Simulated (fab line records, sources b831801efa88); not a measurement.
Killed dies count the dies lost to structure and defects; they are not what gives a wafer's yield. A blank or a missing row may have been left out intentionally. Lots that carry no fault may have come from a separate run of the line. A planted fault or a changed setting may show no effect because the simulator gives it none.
Which of the tools did it? -- flow sky130 -- 12 lots with 35 wafers sampled at 5 steps, on a route of 708 steps

## WHAT EACH GAUGE READ, for each wafer
SKY_RES_PROTECT_TW_MEAS_08. Usual: POLY_GATE_TW typically reads 4059, with standard deviation 30.
lot,measured,on,POLY_GATE_TW,flag
L642,day 14 15:47,film metro-02,4041 4039 4012,
L643,day 15 07:46,film metro-04,4075 4084 4069,
L648,day 18 01:06,film metro-01,4072 4060 4075,
L649,day 18 00:57,film metro-04,4084 4082 4093,
L651,day 18 07:02,film metro-04,4109 4104 4097,
L658,day 20 17:52,film metro-01,4088 4075 4075,
L659,day 21 05:19,film metro-02,3999 4022,
L660,day 22 08:48,film metro-02,4003 4019 4021,
L661,day 22 18:28,film metro-02,4034 4017 4008,
L662,day 22 21:35,film metro-04,4060 4075 4042,
L663,day 22 20:54,film metro-02,3996 4012 4008,
L664,day 23 01:37,film metro-01,4085 4061 4057,

SKY_POLY_GATE_THK_MEAS_21. Usual: POLY_GATE_OXIDATION_THK typically reads 3.95 nm, with standard deviation 0.092.
lot,measured,on,POLY_GATE_OXIDATION_THK (nm),flag
L642,day 16 06:51,film metro-02,6.71 6.55 6.45,OFF
L643,day 16 17:39,film metro-03,4.03 3.96 4.03,
L648,day 19 12:22,film metro-02,4.01 3.90 3.93,
L649,day 19 12:35,film metro-03,6.39 6.50 6.42,OFF
L651,day 19 19:23,film metro-02,6.38 6.35 6.32,OFF
L658,day 22 03:45,film metro-01,3.91 3.92 4.01,
L659,day 22 15:35,film metro-02,3.91 3.96,
L660,day 23 18:00,film metro-02,3.93 3.88 3.87,
L661,day 24 04:29,film metro-02,4.07 4.13 4.05,
L662,day 24 06:49,film metro-01,3.86 3.85 3.89,
L663,day 24 05:58,film metro-02,4.05 3.93 3.94,
L664,day 24 10:24,film metro-01,3.78 3.92 3.88,

## TOOL THAT RAN EACH LOT (tool first, then ch and the chambers of the sampled wafers, then the start)
lot,SKY_NWELL_STRIP_25,SKY_SONOS_ONO_ETCH_15,SKY_POLY_GATE_OXIDATION_20
L642,"plasma asher-02 ch 0,1, day 5 03:17","rie diel-01 ch 1,3, day 12 06:57","furnace-02 ch 0, day 16 02:50"
L643,"plasma asher-01 ch 0,1, day 5 16:09","rie diel-03 ch 0,1, day 12 22:44","furnace-01 ch 0, day 16 16:23"
L648,"plasma asher-02 ch 0,1, day 7 07:07","rie diel-02 ch 1,2,3, day 15 06:56","furnace-01 ch 0, day 19 11:07"
L649,"plasma asher-04 ch 0,1, day 7 07:14","rie diel-03 ch 0,3, day 15 07:03","furnace-01 ch 0, day 19 09:52 and furnace-02 ch 0, day 19 11:17"
L651,"plasma asher-01 ch 0,1, day 7 12:52","rie diel-01 ch 1,3, day 15 14:18","furnace-02 ch 0, day 19 16:09 and furnace-01 ch 0, day 19 18:08"
L658,"plasma asher-02 ch 0,1, day 9 06:15","rie diel-02 ch 0,1,3, day 17 23:48","furnace-01 ch 0, day 22 02:28"
L659,"plasma asher-04 ch 0,1, day 9 13:27","rie diel-03 ch 0, day 18 08:23","furnace-01 ch 0, day 22 14:18"
L660,"plasma asher-01 ch 0,1, day 10 12:46","rie diel-03 ch 0,1, day 19 14:48","furnace-01 ch 0, day 23 16:41"
L661,"plasma asher-04 ch 0,1, day 10 18:49","rie diel-02 ch 0,2,3, day 19 23:45","furnace-02 ch 0, day 24 03:14"
L662,"plasma asher-02 ch 0,1, day 10 20:29","rie diel-03 ch 0,1,3, day 20 03:24","furnace-01 ch 0, day 24 05:34"
L663,"plasma asher-04 ch 0, day 10 20:58","rie diel-01 ch 0,1, day 20 02:45","furnace-02 ch 0, day 24 04:43"
L664,"plasma asher-02 ch 0,1, day 10 23:43","rie diel-01 ch 0,1, day 20 05:09","furnace-01 ch 0, day 24 09:08"
- SKY_NWELL_STRIP_25: strips in O2/N2.
- SKY_SONOS_ONO_ETCH_15: etches the open film in CHF3/O2, target depth 19.52 nm, time 7.8 s.
- SKY_POLY_GATE_OXIDATION_20: stabilise 600 s, purge 300 s, target thk 4 nm.

## AS READ BY THE TOOLS THEMSELVES (means over the sampled wafers that have a number; for cases with no such wafer, the mark the record gives instead)
SKY_NWELL_STRIP_25. Usual: drypump motor current A 5.6 A, standard deviation 0.57; oes product au 0.722 a.u., standard deviation 0.0044; strip time to endpoint s 36.92 s, standard deviation 0.093.
lot,tool,drypump motor current A (A),oes product au (a.u.),strip time to endpoint s (s),flag
L642,plasma asher-02,5.4,0.723,36.90,
L643,plasma asher-01,5.7,0.719,36.91,
L648,plasma asher-02,5.6,0.724,36.87,
L649,plasma asher-04,5.8,0.724,36.90,
L651,plasma asher-01,5.7,0.726,36.82,
L658,plasma asher-02,5.6,0.724,36.81,
L659,plasma asher-04,5.5,0.720,36.92,
L660,plasma asher-01,5.7,0.722,36.85,
L661,plasma asher-04,5.3,0.721,37.05,
L662,plasma asher-02,5.6,0.723,37.00,
L663,plasma asher-04,6.3,0.722,36.96,
L664,plasma asher-02,5.4,0.725,37.02,

SKY_SONOS_ONO_ETCH_15. Usual: chf3 flow sccm 50.01 sccm, standard deviation 0.15; drypump motor current A 5.7 A, standard deviation 0.43; oes product au 0.999 a.u., standard deviation 0.0069; rf fwd power W 589 W, standard deviation 3.6; throttle valve pct 8.825 %, standard deviation 0.0094.
lot,tool,chf3 flow sccm (sccm),drypump motor current A (A),oes product au (a.u.),rf fwd power W (W),throttle valve pct (%),flag
L642,rie diel-01,50.01,5.9,1.005,592,8.831,
L643,rie diel-03,49.96,5.4,1.000,589,8.826,
L648,rie diel-02,49.97,6.0,1.004,590,8.831,
L649,rie diel-03,49.90,5.5,0.999,594,8.824,
L651,rie diel-01,50.14,5.9,0.988,590,8.818,
L658,rie diel-02,49.94,6.2,0.994,587,8.826,
L659,rie diel-03,50.03,5.5,0.999,594,8.820,
L660,rie diel-03,49.92,5.4,0.996,591,8.829,
L661,rie diel-02,49.99,6.0,0.998,591,8.820,
L662,rie diel-03,50.08,5.5,1.003,591,8.825,
L663,rie diel-01,50.05,5.4,0.994,590,8.823,
L664,rie diel-01,50.02,5.5,0.994,588,8.822,

SKY_POLY_GATE_OXIDATION_20. Usual: spike tc top C at 865 C, with a standard deviation of 4.1.
lot,tool,spike tc top C (C),flag
L642,furnace-02,860,
L643,furnace-01,869,
L648,furnace-01,868,
L649,furnace-01/furnace-02,864,
L651,furnace-02/furnace-01,865,
L658,furnace-01,869,
L659,furnace-01,868,
L660,furnace-01,868,
L661,furnace-02,861,
L662,furnace-01,868,
L663,furnace-02,861,
L664,furnace-01,868,

## THE ANSWER, worked out from the rows above alone
Rule: a lot is off if the mean of its wafers that have a number lies more than 3 standard deviations from the usual mean. Also off: a lot with no number at a reading for which 4 or more lots have one. All remaining lots with rows at the step are treated as sound. After the gauges, taken in route order, come the tools' own readings; for these a lot's mean is taken, as printed above. At the first step where some lot is off, the reading lying furthest off is the one used; lots without a number count as furthest.
Off: L642, L649, L651, seen at SKY_POLY_GATE_THK_MEAS_21 (POLY_GATE_OXIDATION_THK).
A tool fits if, at a process step before that reading, it ran every lot that is off, and no sound lot after the first of them. Gauges at SKY_POLY_GATE_THK_MEAS_21: tried the same way as those tools. None of those tried fits.

## WHAT HAD BEEN PUT IN BY THE SIMULATOR
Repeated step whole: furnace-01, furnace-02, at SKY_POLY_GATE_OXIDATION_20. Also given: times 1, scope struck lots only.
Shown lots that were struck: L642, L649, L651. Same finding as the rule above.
